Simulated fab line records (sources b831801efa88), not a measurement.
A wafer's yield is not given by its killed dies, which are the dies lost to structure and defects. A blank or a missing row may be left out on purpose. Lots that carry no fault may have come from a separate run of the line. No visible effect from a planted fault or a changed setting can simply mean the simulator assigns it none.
Which tool did it? | flow sky130 | 13 lots with 39 wafers sampled at 4 steps, on a route of 708 steps

== WHAT EACH GAUGE READ, for each wafer ==
Not one reading of a measure or inspect step in the record can be checked against a usual standard deviation.

== TOOL THAT RAN EACH LOT (tool first, then ch and the chambers of the sampled wafers, then the start) ==
lot  | SKY_FIELD_ISO_ETCH_14             | SKY_PWDE_STRIP_09                   | SKY_NWELL_EXPOSE_20                 | SKY_VT_ADJUST_LVTN_STRIP_20
L651 | rie diel-03 ch 0,3, day 2 02:49   | plasma asher-03 ch 0,1, day 4 04:37 | iline stepper-02 ch 0, day 5 07:00  | plasma asher-02 ch 0,1, day 8 04:15
L652 | rie diel-04 ch 0,2, day 2 11:37   | plasma asher-03 ch 0,1, day 4 12:20 | iline stepper-02 ch 0, day 5 16:38  | plasma asher-02 ch 0, day 8 14:12
L653 | rie diel-01 ch 0,1,2, day 2 20:19 | plasma asher-01 ch 0,1, day 4 15:45 | iline stepper-02 ch 0, day 5 19:38  | plasma asher-03 ch 0,1, day 8 15:45
L655 | rie diel-03 ch 0,2,3, day 3 05:05 | plasma asher-04 ch 0,1, day 4 22:53 | iline stepper-01 ch 0, day 6 02:16  | plasma asher-02 ch 0, day 9 00:03
L660 | rie diel-04 ch 0,1,2, day 4 02:48 | plasma asher-03 ch 0,1, day 5 22:36 | iline stepper-01 ch 0, day 7 03:35  | plasma asher-03 ch 0,1, day 10 04:45
L661 | rie diel-03 ch 0,3, day 4 10:17   | plasma asher-04 ch 0,1, day 6 06:35 | iline stepper-01 ch 0, day 7 12:44  | plasma asher-02 ch 0,1, day 10 15:05
L662 | rie diel-04 ch 1,2,3, day 4 17:56 | plasma asher-01 ch 0,1, day 6 14:33 | iline stepper-01 ch 0, day 7 19:39  | plasma asher-02 ch 0,1, day 10 21:32
L667 | rie diel-04 ch 0,1,2, day 5 15:56 | plasma asher-01 ch 1, day 7 13:36   | iline stepper-01 ch 0, day 8 20:50  | plasma asher-03 ch 0, day 12 03:20
L668 | rie diel-01 ch 1,2, day 5 22:22   | plasma asher-01 ch 0,1, day 7 19:06 | iline stepper-01 ch 0, day 9 02:26  | plasma asher-02 ch 0,1, day 12 08:00
L669 | rie diel-03 ch 0,1,2, day 6 01:54 | plasma asher-04 ch 0,1, day 8 01:21 | iline stepper-01 ch 0, day 9 09:01  | plasma asher-03 ch 0,1, day 12 16:08
L670 | rie diel-01 ch 0,1,3, day 6 08:04 | plasma asher-03 ch 0,1, day 8 04:48 | iline stepper-02 ch 0, day 9 12:33  | plasma asher-02 ch 0, day 12 19:24
L671 | rie diel-03 ch 0,1,2, day 6 12:20 | plasma asher-03 ch 0,1, day 8 16:45 | iline stepper-02 ch 0, day 9 23:45  | plasma asher-01 ch 0,1, day 13 09:26
L673 | rie diel-04 ch 1,2, day 7 00:44   | plasma asher-01 ch 0,1, day 9 02:38 | iline stepper-01 ch 0, day 10 11:08 | plasma asher-01 ch 0,1, day 13 22:29
- SKY_FIELD_ISO_ETCH_14: etches BARC in N2/H2, stops on SiO2, time 45.9 s, target depth 60 nm.
- SKY_PWDE_STRIP_09: strips in O2/N2.
- SKY_NWELL_EXPOSE_20: exposes mask NWM COMPLEMENT, target cd 840 nm.
- SKY_VT_ADJUST_LVTN_STRIP_20: strips in O2/N2.

== AS READ BY THE TOOLS THEMSELVES (means over the sampled wafers that have a number; for cases with no such wafer, the mark the record gives instead) ==
SKY_FIELD_ISO_ETCH_14. Usual: drypump motor current A 5.5 A, standard deviation 0.45; oes product au 0.854 a.u., standard deviation 0.0048; throttle valve pct 13.225 %, standard deviation 0.0092.
lot  | tool        | drypump motor current A (A) | oes product au (a.u.) | throttle valve pct (%) | flag
L651 | rie diel-03 | 5.7                         | 0.851                 | 13.234                 |
L652 | rie diel-04 | 6.1                         | 0.856                 | 13.219                 |
L653 | rie diel-01 | 5.4                         | 0.860                 | 13.228                 |
L655 | rie diel-03 | 5.7                         | 0.857                 | 13.235                 |
L660 | rie diel-04 | 5.8                         | 0.854                 | 13.221                 |
L661 | rie diel-03 | 5.6                         | 0.859                 | 13.227                 |
L662 | rie diel-04 | 5.5                         | 0.857                 | 13.226                 |
L667 | rie diel-04 | 5.8                         | 0.856                 | 13.222                 |
L668 | rie diel-01 | 5.7                         | 0.849                 | 13.225                 |
L669 | rie diel-03 | 5.6                         | 0.853                 | 13.225                 |
L670 | rie diel-01 | 5.5                         | 0.855                 | 13.222                 |
L671 | rie diel-03 | 5.5                         | 0.854                 | 13.227                 |
L673 | rie diel-04 | 6.0                         | 0.859                 | 13.218                 |

SKY_PWDE_STRIP_09. Usual: drypump motor current A 6.0 A, standard deviation 0.39; o2 flow sccm 2999 sccm, standard deviation 9.2; oes product au 0.723 a.u., standard deviation 0.004; strip time to endpoint s 36.93 s, standard deviation 0.096.
lot  | tool            | drypump motor current A (A) | o2 flow sccm (sccm) | oes product au (a.u.) | strip time to endpoint s (s) | flag
L651 | plasma asher-03 | 6.1                         | 2998                | 0.724                 | 36.87                        |
L652 | plasma asher-03 | 6.2                         | 3008                | 0.722                 | 37.01                        |
L653 | plasma asher-01 | 6.0                         | 2994                | 0.720                 | 36.94                        |
L655 | plasma asher-04 | 5.8                         | 2995                | 0.720                 | 36.86                        |
L660 | plasma asher-03 | 6.2                         | 2992                | 0.724                 | 36.92                        |
L661 | plasma asher-04 | 5.8                         | 2987                | 0.723                 | 37.11                        |
L662 | plasma asher-01 | 6.3                         | 2996                | 0.723                 | 36.81                        |
L667 | plasma asher-01 | 6.7                         | 2983                | 0.724                 | 36.96                        |
L668 | plasma asher-01 | 6.0                         | 3006                | 0.721                 | 36.91                        |
L669 | plasma asher-04 | 5.8                         | 3006                | 0.722                 | 37.05                        |
L670 | plasma asher-03 | 6.1                         | 2995                | 0.722                 | 37.09                        |
L671 | plasma asher-03 | 6.1                         | 2990                | 0.723                 | 37.01                        |
L673 | plasma asher-01 | 6.3                         | 2998                | 0.723                 | 36.99                        |

SKY_NWELL_EXPOSE_20. Usual: focus offset nm 0.1 nm, standard deviation 0.58; reticle temp C 23.02 C, standard deviation 0.1.
lot  | tool             | focus offset nm (nm) | reticle temp C (C) | flag
L651 | iline stepper-02 | 1.0                  | 23.10              |
L652 | iline stepper-02 | 0.2                  | 23.01              |
L653 | iline stepper-02 | -0.8                 | 23.02              |
L655 | iline stepper-01 | 0.5                  | 23.03              |
L660 | iline stepper-01 | -0.3                 | 23.07              |
L661 | iline stepper-01 | -0.5                 | 22.95              |
L662 | iline stepper-01 | 0.4                  | 23.10              |
L667 | iline stepper-01 | 0.7                  | 22.94              |
L668 | iline stepper-01 | 0.1                  | 22.95              |
L669 | iline stepper-01 | -0.4                 | 23.09              |
L670 | iline stepper-02 | -0.7                 | 23.00              |
L671 | iline stepper-02 | -0.2                 | 23.10              |
L673 | iline stepper-01 | 0.9                  | 23.06              |

SKY_VT_ADJUST_LVTN_STRIP_20. Usual: drypump motor current A 5.9 A, standard deviation 0.55; o2 flow sccm 3000 sccm, standard deviation 8.8; oes product au 0.715 a.u., standard deviation 0.0046; strip time to endpoint s 14.18 s, standard deviation 0.045.
lot  | tool            | drypump motor current A (A) | o2 flow sccm (sccm) | oes product au (a.u.) | strip time to endpoint s (s) | flag
L651 | plasma asher-02 | 5.7                         | 2999                | 0.716                 | 14.18                        |
L652 | plasma asher-02 | 6.0                         | 3005                | 0.715                 | 14.16                        |
L653 | plasma asher-03 | 6.2                         | 2996                | 0.715                 | 14.14                        |
L655 | plasma asher-02 | 6.0                         | 3001                | 0.713                 | 14.19                        |
L660 | plasma asher-03 | 6.2                         | 3001                | 0.719                 | 14.09                        |
L661 | plasma asher-02 | 5.3                         | 2994                | 0.708                 | 14.19                        |
L662 | plasma asher-02 | 5.3                         | 2992                | 0.719                 | 14.21                        |
L667 | plasma asher-03 | 6.4                         | 3000                | 0.715                 | 14.24                        |
L668 | plasma asher-02 | 5.3                         | 2995                | 0.718                 | 14.21                        |
L669 | plasma asher-03 | 6.2                         | 3007                | 0.714                 | 14.18                        |
L670 | plasma asher-02 | 6.0                         | 3003                | 0.717                 | 14.14                        |
L671 | plasma asher-01 | 5.9                         | 2999                | 0.716                 | 14.20                        |
L673 | plasma asher-01 | 6.0                         | 3010                | 0.714                 | 14.21                        |

== THE ANSWER, worked out from the rows above alone ==
Rule: a lot is off if the mean of its wafers that have a number lies more than 3 standard deviations from the usual mean. A lot without any number at a reading at which 4 lots or more have one is off too. The other lots that the step has rows for count as sound. First the gauges in route order, then the tools' own readings, where a lot's mean is used as printed above. At the first step where some lot is off, the reading lying furthest off is the one used; lots without a number count as furthest.
Nothing can be told from this: no lot is off at any reading shown.

== WHAT THE SIMULATOR HAD INSERTED ==
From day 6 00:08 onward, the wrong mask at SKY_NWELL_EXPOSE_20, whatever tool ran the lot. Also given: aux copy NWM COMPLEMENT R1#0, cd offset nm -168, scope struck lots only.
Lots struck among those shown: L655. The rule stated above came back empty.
